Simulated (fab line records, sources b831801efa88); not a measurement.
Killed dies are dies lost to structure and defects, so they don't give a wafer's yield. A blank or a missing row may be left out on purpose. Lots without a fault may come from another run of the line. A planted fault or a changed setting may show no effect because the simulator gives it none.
One fault seen from 2 desks | flow gf180mcu | each desk has only its own numbers; what lay behind them comes last

THE METROLOGY DESK
What the gauges read, lot by lot, whatever tool the lot ran on: means of the sampled wafers that have a number. A lot is out of limits, marked OUT, if its mean lies more than 4 standard deviations from the usual mean; the brackets give that distance.
Columns: A = M4_ALCU_RS at GF_M4_RS_MEAS_05, usual 0.0696 ohm/sq; B = cd_nm at GF_V5_CD_MEAS_14, usual 260.1 nm; C = PASSIVATION_CVD_02_THK at GF_PASSIVATION_THK_MEAS_03, usual 700 nm
lot  | first seen here | A      | B     | C
L627 | day 22 12:32    | 0.0684 | 258.4 | 702
L628 | day 22 18:41    | 0.0699 | 260.2 | 708
L629 | day 23 04:47    | 0.0710 | 260.8 | 697
L630 | day 23 07:13    | 0.0702 | 260.5 | 702
L631 | day 23 15:52    | 0.0700 | 259.4 | 703
L632 | day 24 02:46    | 0.0698 | 261.1 | 698
L635 | day 25 03:14    | 0.0702 | 259.4 | 714
L641 | day 27 08:28    | 0.0695 | 259.8 | 660 (-4.3) OUT
L643 | day 27 22:44    | 0.0689 | 259.9 | 673
L644 | day 28 13:16    | 0.0694 | 259.2 | 697
L645 | day 28 18:58    | 0.0699 | 260.3 | 704
L646 | day 29 02:38    | 0.0697 | 261.0 | 712
This desk's finding: out of limits on L641; first on L641, day 32 07:05 (PASSIVATION_CVD_02_THK at GF_PASSIVATION_THK_MEAS_03). In limits: L627, L628, L629, L630, L631, L632, L635, L643, L644, L645, L646.

THE TOOL OWNER'S DESK: pecvd-01
The tool's own readings at GF_PASSIVATION_CVD_02 (deposits Si3N4, target thk 700 nm, time 486.18 s): means of the sampled wafers that have a number, for each lot that ran on this tool. A lot is out of limits, marked OUT, if its mean lies more than 4 standard deviations from the usual mean; the brackets give that distance.
Columns: A = heater_power_w at GF_PASSIVATION_CVD_02, usual 681 W; B = rf_fwd_power_W at GF_PASSIVATION_CVD_02, usual 449.2 W
lot  | first seen here | A   | B
L628 | day 28 11:19    | 766 | 450.6
L630 | day 28 22:29    | 692 | 449.2
L632 | day 29 15:38    | 648 | 449.7
L641 | day 32 06:48    | 705 | 388.5 (-43) OUT
L643 | day 32 19:48    | 735 | 388.5 (-43) OUT
This desk's finding: out of limits on L641, L643; first on L641, day 32 06:48 (rf_fwd_power_W at GF_PASSIVATION_CVD_02). In limits: L628, L630, L632.

PUT TOGETHER
The tool owner's desk could have raised an alarm at day 32 06:48, on L641, L643.
The metrology desk could have raised an alarm at day 32 07:05, on L641.
The metrology desk has L643 on record, within its limits.
Of the lots named, all ran GF_PASSIVATION_CVD_02 on pecvd-01.

WHAT THE SIMULATOR HAD PUT IN
Process parameter drift: pecvd-01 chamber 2, from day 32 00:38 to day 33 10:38, at GF_PASSIVATION_CVD_02. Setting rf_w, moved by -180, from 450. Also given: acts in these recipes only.
Lots struck among those shown: L641, L643.
Hours from the fault's start to each desk's first reading out of limits: the tool owner's desk, 6; the metrology desk, 6.
